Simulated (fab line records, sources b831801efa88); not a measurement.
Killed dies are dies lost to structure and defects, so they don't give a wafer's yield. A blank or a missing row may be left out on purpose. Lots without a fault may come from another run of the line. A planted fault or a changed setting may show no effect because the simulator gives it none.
fab line records | flow sky130
record lots=15 wafers=45 last_day=49
route steps=708 shown METAL3@564 VIA3@588
lots that met no fault: from a run of the same line without faults
start_h: hours from the record's first day to the start of the lot's first wafer shown | wait_h: hours since the lot's step before | " the same as in the row above | L1.1+2: a row that stands for several wafers | - no value, or no start given | * or withheld: withheld | < > ~ a bound
route shown NAME@n: a module of which the file shows steps, and the number in the route of the first | usual: mean/standard deviation of fault-free wafers | same: alike in all rows | chamber/n: place in a boat | sites: the reading at each site | _std_site: their standard deviation | _edge_site: outer sites' mean less inner sites' | radius_mm: how far each site lies from the wafer's centre | mask NAME#n: copy n | behind: the tool/chamber that last shaped the wafer | hold: why the lot was held/for how many hours/how that ended | device: the transistor (n, p or np) that didn't switch | end of line: the same wafers' tests at the end of the route | a step without rows: its recipe alone | killed: dies lost to structure and defects at the first sort, not the wafer's yield | map: a wafer's dies, x killed, . not, _ none there
set.NAME: the setting as run; set.NAME@STEP: as run at that earlier step | model.NAME: the simulator's own value behind a step, which no gauge read
steps of the route over a sample of lots; a table a step, a row a wafer
services: from which hour (start_h, from the record's first day; less than 0 if before it) a tool's chamber was out of use, for how many hours, and why
## steps
# step SKY_METAL3_OVL_MEAS_14
# usual METAL3_OVL=1/5.4
# columns lot.wafer tool chamber start_h wait_h METAL3_OVL[nm]
L738.3 overlay-01 - 902.28 0.1 -6
L738.4 " - " " 6
L738.5 " - " " -7
L739.3 overlay-01 - 902.49 0.1 -3
L739.4 " - " " -4
L739.6 " - " " -8
L740.1 overlay-02 - 912.47 0.1 -5
L740.3 " - " " 0
L740.6 " - " " -4
L743.1 overlay-02 - 950.13 0.1 5
L743.5 " - " " 3
L743.6 " - " " -3
L744.1 overlay-02 - 953.01 0.1 3
L744.3 " - " " 2
L744.6 " - " " 3
L745.2 overlay-02 - 961.33 0.1 9
L745.4 " - " " 9
L745.6 " - " " 4
L746.1 overlay-01 - 972.96 0.1 0
L746.2 " - " " -1
L746.3 " - " " -1
L747.1 overlay-02 - 980.13 0.1 3
L747.3 " - " " 8
L747.6 " - " " 6
L748.2 overlay-02 - 980.48 0.1 4
L748.4 " - " " -4
L748.5 " - " " 12
L750.3 overlay-01 - 1001.08 0.1 4
L750.4 " - " " 6
L750.6 " - " " 11
L751.1 overlay-02 - 1001.23 0.1 -2
L751.4 " - " " 0
L751.6 " - " " 7
L753.2 overlay-02 - 1008.28 0.1 -14
L753.4 " - " " -17
L753.6 " - " " -8
L755.2 overlay-01 - 1024.23 0.1 13
L755.3 " - " " 4
L755.5 " - " " 9
L756.1 overlay-01 - 1027.91 0.1 -4
L756.5 " - " " -6
L756.6 " - " " -1
L757.1 overlay-01 - 1029.98 0.1 4
L757.4 " - " " 4
L757.5 " - " " 6
# step SKY_METAL3_DESCUM_15
# recipe chemistry=O2 source_power_w=150 bias_power_w=0 pressure_mtorr=10 temp_c=40 time_s=8
# usual drypump_motor_current_A=5.7/0.37 oes_product_au=0.991/0.011
# columns lot.wafer tool chamber start_h wait_h drypump_motor_current_A oes_product_au rf_hours_counter_h
L738.3 rie_metal-02 1 902.32 0.0 5.9 0.996 -
L738.4 " 0 " " 5.8 0.985 -
L738.5 " 0 " " 5.8 0.992 -
L739.3 rie_metal-02 0 902.52 0.0 5.7 0.992 -
L739.4 " 1 " " 5.9 0.997 -
L739.6 " 0 " " 5.8 1.000 -
L740.1 rie_metal-03 1 912.51 0.0 5.7 0.980 11
L740.3 " 1 " " 5.7 0.971 -
L740.6 " 0 " " 6.0 0.983 -
L743.1 rie_metal-02 1 950.16 0.0 5.9 1.000 9
L743.5 " 1 " " 5.9 0.993 -
L743.6 " 0 " " 5.8 0.987 -
L744.1 rie_metal-01 1 953.04 0.0 4.7 0.992 15
L744.3 " 1 " " 4.7 0.996 -
L744.6 " 1 " " 4.7 0.996 -
L745.2 rie_metal-03 1 961.36 0.0 5.7 0.980 13
L745.4 " 0 " " 6.0 0.998 -
L745.6 " 0 " " 6.0 0.987 -
L746.1 rie_metal-03 1 973.00 0.0 5.7 0.972 13
L746.2 " 0 " " 6.0 0.982 12
L746.3 " 0 " " 5.9 0.979 -
L747.1 rie_metal-03 0 980.16 0.0 5.9 0.980 12
L747.3 " 0 " " 6.0 0.971 -
L747.6 " 1 " " 5.7 0.977 -
L748.2 rie_metal-03 0 980.51 0.0 6.0 0.988 12
L748.4 " 1 " " 5.7 0.998 -
L748.5 " 1 " " 5.7 0.976 -
L750.3 rie_metal-02 0 1001.13 0.0 5.8 0.997 -
L750.4 " 0 " " 5.8 0.989 -
L750.6 " 0 " " 5.8 0.994 -
L751.1 rie_metal-03 1 1001.26 0.0 5.7 0.976 15
L751.4 " 1 " " 5.7 0.984 -
L751.6 " 0 " " 6.0 0.976 -
L753.2 rie_metal-03 0 1008.31 0.0 6.0 0.981 14
L753.4 " 0 " " 6.0 0.983 -
L753.6 " 0 " " 6.0 0.986 -
L755.2 rie_metal-03 1 1024.26 0.0 5.7 0.978 16
L755.3 " 1 " " 5.7 0.985 -
L755.5 " 0 " " 6.0 0.981 -
L756.1 rie_metal-02 0 1027.95 0.0 5.8 0.992 21
L756.5 " 1 " " 5.9 0.980 -
L756.6 " 0 " " 5.8 0.978 -
L757.1 rie_metal-02 0 1030.01 0.0 5.8 0.992 21
L757.4 " 0 " " 5.8 0.998 -
L757.5 " 1 " " 5.9 0.995 -
# step SKY_VIA3_ETCH_15
# recipe target=SiO2 chemistry=C4F8/O2/Ar target_depth_nm=507 stop_on=TiN mask_material=KrF-thick source_w=1500 bias_w=1200 pressure_mtorr=40 c4f8_flow_sccm=withheld O2_flow_sccm=6 Ar_flow_sccm=300 time_s=78
# usual bias_w=1200/3.6 oes_product_au=0.947/0.0047
# columns lot.wafer tool chamber start_h wait_h bias_w oes_product_au rf_hours_counter_h
L738.3 rie_diel-02 1 929.39 0.0 1208 0.943 7
L738.4 " 3 " " 1197 0.949 18
L738.5 " 0 " " 1201 0.950 -
L739.3 rie_diel-01 0 929.74 0.0 1202 0.948 26
L739.4 " 3 " " 1197 0.950 13
L739.6 " 3 " " 1200 0.951 -
L740.1 rie_diel-02 2 939.14 0.0 1207 0.950 12
L740.3 " 3 " " 1201 0.942 18
L740.6 " 1 " " 1197 0.949 -
L743.1 rie_diel-02 0 976.39 0.0 1193 0.935 25
L743.5 " 1 " " 1206 0.941 -
L743.6 " 0 " " 1193 0.942 -
L744.1 rie_diel-02 0 979.09 0.0 1204 0.948 25
L744.3 " 2 " " 1201 0.948 14
L744.6 " 2 " " 1198 0.946 -
L745.2 rie_diel-04 1 986.99 0.0 1197 0.944 16
L745.4 " 2 " " 1198 0.939 22
L745.6 " 0 " " 1205 0.956 -
L746.1 rie_diel-02 0 998.49 0.0 1200 0.941 26
L746.2 " 1 " " 1206 0.954 9
L746.3 " 3 " " 1197 0.945 20
L747.1 rie_diel-02 0 1005.35 0.0 1198 0.958 26
L747.3 " 1 " " 1202 0.945 9
L747.6 " 1 " " 1203 0.947 -
L748.2 rie_diel-04 1 1005.79 0.0 1200 0.953 17
L748.4 " 3 " " 1206 0.950 20
L748.5 " 3 " " 1207 0.954 -
L750.3 rie_diel-01 1 1025.70 0.0 1203 0.942 20
L750.4 " 0 " " 1197 0.947 29
L750.6 " 2 " " 1197 0.942 -
L751.1 rie_diel-04 1 1026.05 0.0 1198 0.944 18
L751.4 " 2 " " 1193 0.944 23
L751.6 " 0 " " 1203 0.948 -
L753.2 rie_diel-04 2 1033.19 0.0 1205 0.944 23
L753.4 " 1 " " 1209 0.945 18
L753.6 " 1 " " 1208 0.939 -
L755.2 rie_diel-04 1 1047.65 0.0 1201 0.955 18
L755.3 " 2 " " 1198 0.950 23
L755.5 " 1 " " 1197 0.955 -
L756.1 rie_diel-04 2 1051.40 0.0 1198 0.951 24
L756.5 " 2 " " 1202 0.948 -
L756.6 " 3 " " 1202 0.942 -
L757.1 rie_diel-01 1 1054.00 0.0 1200 0.949 21
L757.4 " 2 " " 1195 0.955 -
L757.5 " 3 " " 1195 0.949 -
# step SKY_VIA3_CMP_24
# recipe stop_on=SiO2 t_overpolish_s=20 down_force_psi=3.5 platen_rpm=60 target_thk_nm=0 pad_velocity_m_s=0.94248
# usual motor_current_A=11.3/0.85 overpolish_run_s=20.000/0.0084 slurry_filter_dp_kPa=13.48/0.14 slurry_flow_ml_min=150.0/0.48 time_to_endpoint_s=95/3.9
# columns lot.wafer tool chamber start_h wait_h motor_current_A overpolish_run_s slurry_filter_dp_kPa slurry_flow_ml_min time_to_endpoint_s
L738.3 cmp-02 1 930.40 0.0 10.7 20.003 13.46 150.6 89
L738.4 " 2 " " 12.6 20.009 13.57 149.6 93
L738.5 " 2 " " 13.0 20.001 13.40 149.8 89
L739.3 cmp-02 1 930.81 0.1 10.7 20.002 13.38 149.9 91
L739.4 " 2 " " 12.2 20.011 13.47 149.8 89
L739.6 " 0 " " 11.9 19.999 13.60 151.0 95
L740.3 cmp-02 2 940.19 0.0 12.5 20.021 13.49 149.5 86
L740.1 " 0 " " 11.7 19.985 13.40 149.3 95
L740.6 " 2 " " 11.9 19.990 13.56 150.1 90
L743.1 cmp-01 0 977.46 0.1 11.7 19.999 13.48 149.4 97
L743.5 " 3 " " 10.3 19.992 13.27 150.0 96
L743.6 " 0 " " 11.2 20.012 13.48 149.6 96
L744.3 cmp-01 1 980.22 0.1 10.9 19.990 13.49 150.3 99
L744.1 " 3 " " 9.4 20.003 13.42 149.9 93
L744.6 " 1 " " 11.0 19.991 13.49 149.5 99
L745.4 cmp-02 2 988.06 0.1 12.7 20.002 13.50 150.7 96
L745.2 " 3 " " 10.5 20.007 13.56 149.0 91
L745.6 " 2 " " 12.7 20.006 13.49 150.3 92
L746.3 cmp-02 2 999.50 0.0 12.1 20.008 13.28 150.4 92
L746.1 " 3 " " 10.8 19.988 13.51 149.1 92
L746.2 " 1 " " 11.6 20.009 13.46 149.7 92
L747.3 cmp-02 2 1006.41 0.1 12.3 0.033 13.75 150.3 151
L747.1 " 3 " " 11.5 0.046 13.22 150.0 151
L747.6 " 2 " " 12.5 0.036 13.72 150.2 154
L748.2 cmp-01 0 1006.90 0.1 11.2 19.991 13.45 149.8 97
L748.4 " 1 " " 10.9 19.994 13.49 149.8 100
L748.5 " 3 " " 9.9 19.999 13.31 149.7 91
L750.4 cmp-02 0 1026.76 0.1 11.6 0.051 13.48 150.3 147
L750.3 " 1 " " 10.7 0.046 13.56 150.6 151
L750.6 " 3 " " 10.8 0.029 13.59 150.4 148
L751.1 cmp-02 0 1027.14 0.1 11.6 0.038 13.62 150.2 146
L751.4 " 2 " " 12.7 0.036 13.42 149.7 150
L751.6 " 0 " " 11.4 0.037 13.47 150.3 150
L753.4 cmp-01 3 1034.29 0.0 9.1 19.997 13.47 150.2 103
L753.2 " 1 " " 10.6 19.998 13.54 150.0 100
L753.6 " 0 " " 11.7 20.004 13.56 149.5 99
L755.3 cmp-01 2 1048.73 0.1 11.9 20.003 13.39 150.3 90
L755.2 " 0 " " 11.9 19.996 13.59 150.5 95
L755.5 " 1 " " 11.1 20.006 13.50 150.2 99
L756.1 cmp-01 1 1052.47 0.1 10.5 20.019 13.11 149.4 102
L756.6 " 0 " " 11.6 20.008 13.20 150.1 95
L756.5 " 1 " " 11.3 19.994 13.36 149.7 98
L757.1 cmp-01 1 1055.11 0.1 11.1 19.991 13.68 149.2 97
L757.4 " 2 " " 12.7 20.008 13.44 149.7 97
L757.5 " 1 " " 11.2 20.001 13.62 150.3 96
## services
# columns tool chamber start_h hours kind
rie_diel-02 - 879.08 2.8 pm
cmp-01 - 880.59 1.3 repair
rie_diel-02 0 894.01 8.1 repair
rie_diel-02 0 903.26 8.6 repair
cmp-02 - 912.37 4.0 pm
cmp-02 - 914.12 1.3 repair
cmp-02 - 916.37 - consumable_replace:conditioner
cmp-02 - 916.37 - consumable_replace:pad
rie_diel-04 - 953.94 1.1 repair
rie_diel-02 - 957.49 0.4 repair
rie_metal-01 1 960.72 5.6 repair
cmp-01 - 961.76 6.2 pm
rie_diel-01 3 971.80 6.0 repair
rie_diel-04 2 975.21 1.2 repair
cmp-02 - 976.88 5.7 repair
rie_metal-02 1 1000.36 3.1 repair
rie_diel-02 1 1013.52 52.5 repair
cmp-02 - 1017.01 0.7 repair
rie_diel-01 - 1018.46 2.8 pm
rie_metal-01 0 1023.95 11.3 repair
rie_diel-04 1 1035.55 3.0 repair
rie_diel-01 - 1038.10 1.3 repair
rie_diel-01 0 1039.42 - clean
rie_diel-01 0 1039.42 32.8 scheduled_down
## key
first_sign step=SKY_VIA3_CMP_24 reading=overpolish_run_s direction=down sigmas=99+ usual=20.000 struck=0.039
effect step=SKY_VIA3_CMP_24 reading=time_to_endpoint_s direction=up sigmas=14 usual=* struck=*
met_at SKY_VIA3_CMP_24
struck_lots L747,L750,L751
later_rows_left_out L747.1,L747.3,L747.6,L750.3,L750.4,L750.6,L751.1,L751.4,L751.6
sort_left_out L747.1,L747.3,L747.6,L750.3,L750.4,L750.6,L751.1,L751.4,L751.6
not_acting_at SKY_METAL3_OVL_MEAS_14,SKY_METAL3_DESCUM_15,SKY_VIA3_ETCH_15
onset_between 999.50 1006.41
fault kind=process_parameter_drift tool=cmp-02 chamber=- onset_h=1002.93 steps=SKY_VIA3_CMP_24 channel=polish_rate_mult offset=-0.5 shape=step end_h=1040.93
# sort_left_out: the simulated sort isn't trusted on such a fault, so these wafers' sort isn't shown, and their yield isn't known
# later_rows_left_out: the simulator's readings of these wafers behind a module that went badly wrong aren't trusted and aren't shown, but for the sort
